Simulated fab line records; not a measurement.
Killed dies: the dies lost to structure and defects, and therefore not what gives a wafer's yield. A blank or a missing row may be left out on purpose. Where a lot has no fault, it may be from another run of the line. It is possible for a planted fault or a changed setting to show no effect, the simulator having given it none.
Matching of chambers ; flow sky130 ; hdpcvd-01 running SKY_VIA1_HDPCVD_00: 3 sister chambers
The step deposits SiO2, target thk 1030 nm, time 171.7 s. 6 wafers are shown with their chamber, then 7 later ones without.

== WAFERS WITH THEIR CHAMBER ==
wafer;chamber;susceptor temp C (C)
L695.4;0;399.91
L695.6;1;400.27
L704.5;2;399.60
L704.6;0;399.95
L705.1;1;400.07
L705.3;2;399.90

== WAFERS MISSING THEIR CHAMBER ==
wafer;susceptor temp C (C)
L705.6;400.05
L709.1;400.01
L709.2;399.94
L709.6;400.14
L711.2;400.34
L711.5;400.30
L711.6;399.89

== THE CHAMBER EACH PASSED THROUGH ==
wafer;from the rows above;in truth
L705.6;can't be placed: 1 or 0 or 2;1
L709.1;can't be placed: 0 or 1 or 2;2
L709.2;can't be placed: 0 or 2 or 1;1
L709.6;can't be placed: 1 or 0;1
L711.2;can't be placed: 1 or 0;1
L711.5;can't be placed: 1 or 0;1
L711.6;can't be placed: 0 or 2 or 1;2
Correct placement for 0 of the 7. Can't be placed from these rows: 7 (the true chamber is among the candidates in 7). Wrongly placed: 0.
How it was worked out, from the rows above alone: a wafer's distance from a chamber is the root of the sum, over the readings, of the square of ((its reading less the chamber's mean) divided by the reading's scatter). The wafer belongs to the nearest chamber; if the next one is less than 2 further off, it can't be placed. A chamber's mean is the mean of its shown wafers. The scatter is the square root of a quotient: the sum, over the shown wafers, of each reading's squared deviation from its chamber's mean, divided by wafers minus chambers.
